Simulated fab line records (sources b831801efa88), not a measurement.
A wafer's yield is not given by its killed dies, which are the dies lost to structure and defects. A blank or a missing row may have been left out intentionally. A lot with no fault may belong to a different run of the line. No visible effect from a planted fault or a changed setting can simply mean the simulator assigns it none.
Which of the tools did it?    flow gf180mcu    36 wafers from 12 lots sampled at 5 of the route's 602 steps

== WHAT EACH GAUGE READ, for each wafer ==
GF_STI_THK_MEAS_30. Usual: STI_OXIDATION_02_THK typically reads 9.99 nm, with standard deviation 0.14.
lot   measured     on             STI_OXIDATION_02_THK (nm)  flag
L599  day 2 06:47  film metro-03  10.06 10.05 10.09          
L603  day 3 02:42  film metro-03  9.99 10.19 9.87            
L604  day 3 08:29  film metro-01  10.00 9.94 10.11           
L605  day 3 13:01  film metro-04  9.89 9.97 10.04            
L607  day 3 23:44  film metro-01  9.90 9.90 9.86             
L608  day 4 06:12  film metro-04  9.77 9.89 9.94             
L609  day 4 09:41  film metro-03  10.15 10.21 10.14          
L614  day 5 11:07  film metro-03  9.89 10.11 10.00           
L615  day 5 16:55  film metro-04  9.95 9.73 9.82             
L616  day 5 21:47  film metro-03  10.19 10.02 10.15          
L620  day 6 19:55  film metro-03  10.14 10.16 9.96           
L622  day 7 05:37  film metro-04  9.82 10.11 10.00           

GF_VT_IMPLANT_RS_MEAS_48: uses a four-point probe to measure. Usual: LVPWELL_RS typically reads 1194.3 ohm/sq, with standard deviation 2.8.
lot   measured      on             LVPWELL_RS (ohm/sq)   flag
L599  day 7 14:52   film metro-02  1186.8 1191.3 1193.5  
L603  day 8 15:40   film metro-02  1197.8 1196.8 1196.0  
L604  day 9 00:44   film metro-02  1193.9 1195.6 1197.2  
L605  day 9 08:41   film metro-02  1199.9 1197.4 1199.8  
L607  day 9 21:05   film metro-01  1189.9 1193.4 1190.6  
L608  day 10 07:32  film metro-02  1196.9 1201.5 1198.7  
L609  day 10 11:09  film metro-04  1192.9 1187.6 1192.8  
L614  day 11 18:11  film metro-02  1189.1 1189.3 1194.0  
L615  day 12 02:11  film metro-01  1123.7 1122.3 1126.3  OFF
L616  day 12 12:51  film metro-02  1123.5 1123.7 1125.5  OFF
L620  day 13 13:47  film metro-04  1196.5 1194.3 1195.4  
L622  day 14 08:17  film metro-02  1191.9 1193.7 1195.0  

GF_PSD_TW_MEAS_11. Usual: PSD_TW typically reads 3171, with standard deviation 40.
lot   measured      on             PSD_TW          flag
L599  day 14 15:34  film metro-03  3227 3226 3212  
L603  day 15 15:22  film metro-03  3188 3192 3180  
L604  day 16 12:07  film metro-03  3196 3194 3179  
L605  day 16 15:05  film metro-02  3129 3117 3120  
L607  day 17 11:31  film metro-02  3111 3122 3142  
L608  day 17 14:10  film metro-02  3096 3100 3132  
L609  day 17 19:04  film metro-01  3197 3193 3206  
L614  day 19 18:57  film metro-03  3200 3201 3194  
L615  day 19 19:15  film metro-01  3169 3170 3172  
L616  day 20 11:46  film metro-03  3209 3212 3190  
L620  day 21 17:47  film metro-03  3206 3219 3228  
L622  day 22 14:39  film metro-01  3160 3171 3158  

== EACH LOT AND THE TOOL THAT RAN IT (in order: tool; ch and the chambers of the sampled wafers; start) ==
lot   GF_LVPWELL_IMPLANT_08           GF_VT_IMPLANT_STRIP_20
L599  implanter-01 ch 0, day 3 21:04  plasma asher-02 ch 0,1, day 6 07:05
L603  implanter-04 ch 0, day 4 18:31  plasma asher-02 ch 0,1, day 7 06:37
L604  implanter-03 ch 0, day 5 01:25  plasma asher-02 ch 0,1, day 7 14:53
L605  implanter-04 ch 0, day 5 06:29  plasma asher-04 ch 0,1, day 7 21:31
L607  implanter-01 ch 0, day 5 18:32  plasma asher-03 ch 1, day 8 10:29
L608  implanter-03 ch 0, day 6 03:05  plasma asher-02 ch 0,1, day 8 19:11
L609  implanter-04 ch 0, day 6 05:40  plasma asher-02 ch 0,1, day 8 23:53
L614  implanter-04 ch 0, day 7 08:40  plasma asher-02 ch 0, day 10 04:17
L615  implanter-04 ch 0, day 7 15:10  plasma asher-03 ch 0,1, day 10 12:29
L616  implanter-04 ch 0, day 7 20:17  plasma asher-04 ch 0,1, day 10 18:11
L620  implanter-01 ch 0, day 8 21:53  plasma asher-02 ch 0,1, day 11 23:19
L622  implanter-03 ch 0, day 9 08:17  plasma asher-04 ch 0,1, day 12 15:33
- GF_LVPWELL_IMPLANT_08
- GF_VT_IMPLANT_STRIP_20: strips in O2/N2.

== AS READ BY THE TOOLS THEMSELVES (means over the sampled wafers that have a number; for cases with no such wafer, the mark the record gives instead) ==
GF_LVPWELL_IMPLANT_08. Usual: beam energy keV 169.99, standard deviation 0.056; dose ions cm2 1.4995e+13, standard deviation 1.7e+10; faraday current uA 84.7, standard deviation 1.7.
lot   tool          beam energy keV  dose ions cm2  faraday current uA  flag
L599  implanter-01  170.04           1.4992e+13     85.8                
L603  implanter-04  170.05           1.4991e+13     86.9                
L604  implanter-03  169.97           1.4994e+13     85.7                
L605  implanter-04  170.03           1.5020e+13     85.6                
L607  implanter-01  170.03           1.4990e+13     84.3                
L608  implanter-03  169.99           1.4996e+13     84.2                
L609  implanter-04  169.95           1.4983e+13     83.3                
L614  implanter-04  170.03           1.5004e+13     84.6                
L615  implanter-04  169.90           1.6892e+13     97.4                OFF
L616  implanter-04  170.03           1.6928e+13     95.0                OFF
L620  implanter-01  169.98           1.4993e+13     84.4                
L622  implanter-03  170.03           1.4981e+13     86.1                

GF_VT_IMPLANT_STRIP_20. Usual: drypump motor current A 5.7 A, standard deviation 0.57; heater power w 328 W, standard deviation 31; n2 flow sccm 300.2 sccm, standard deviation 0.86; oes product au 0.716 a.u., standard deviation 0.0048; strip time to endpoint s 12.63 s, standard deviation 0.04.
lot   tool             drypump motor current A (A)  heater power w (W)  n2 flow sccm (sccm)  oes product au (a.u.)  strip time to endpoint s (s)  flag
L599  plasma asher-02  5.3                          314                 299.6                0.717                  12.66                         
L603  plasma asher-02  5.5                          319                 299.3                0.715                  12.63                         
L604  plasma asher-02  5.3                          312                 300.5                0.716                  12.68                         
L605  plasma asher-04  6.3                          337                 300.6                0.719                  12.61                         
L607  plasma asher-03  5.1                          368                 300.3                0.718                  12.61                         
L608  plasma asher-02  5.5                          322                 301.1                0.715                  12.66                         
L609  plasma asher-02  5.3                          310                 300.1                0.712                  12.61                         
L614  plasma asher-02  5.0                          303                 299.9                0.716                  12.70                         
L615  plasma asher-03  5.4                          347                 300.2                0.710                  12.62                         
L616  plasma asher-04  6.4                          336                 300.6                0.720                  12.58                         
L620  plasma asher-02  5.3                          309                 300.6                0.715                  12.65                         
L622  plasma asher-04  6.3                          336                 299.9                0.712                  12.69                         

== THE ANSWER, worked out from the rows above alone ==
Rule: a lot counts as off when the mean over its wafers that have a number is more than 3 standard deviations away from the usual mean. Also off: a lot with no number at a reading for which 4 or more lots have one. Any other lot the step has rows for is counted as sound. First the gauges in route order, then the tools' own readings, where a lot's mean is used as printed above. The first step at which some lot is off is used, and at that step the reading that is off furthest; a lot without a number counts as furthest.
Off: L615, L616, at GF_VT_IMPLANT_RS_MEAS_48 (LVPWELL_RS).
A tool fits if, at a process step before that reading, it ran every lot that is off, and no sound lot after the first of them. Not tried: the gauges at GF_VT_IMPLANT_RS_MEAS_48; whatever is off there is also off at GF_LVPWELL_IMPLANT_08, on other tools, and gauge error can't account for it. One candidate fits, namely implanter-04 at GF_LVPWELL_IMPLANT_08. A fault onset in the window from L614 (day 7 08:40, its last sound lot) to L615 (day 7 15:10, its first lot off) fits.
The tool's own readings at GF_LVPWELL_IMPLANT_08 bear it out: on the lots that are off they differ by more than 5 times the standard deviation of the sound lots' means. dose ions cm2 reads 1.6910e+13 there against 1.4994e+13 on the sound lots; faraday current uA reads 96.2 there against 85.1 on the sound lots.

== WHAT THE SIMULATOR HAD PUT IN ==
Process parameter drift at GF_LVPWELL_IMPLANT_08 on implanter-04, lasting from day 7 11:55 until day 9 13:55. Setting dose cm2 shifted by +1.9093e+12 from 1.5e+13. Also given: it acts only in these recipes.
Shown lots that were struck: L615, L616. The same result came from the rule above.
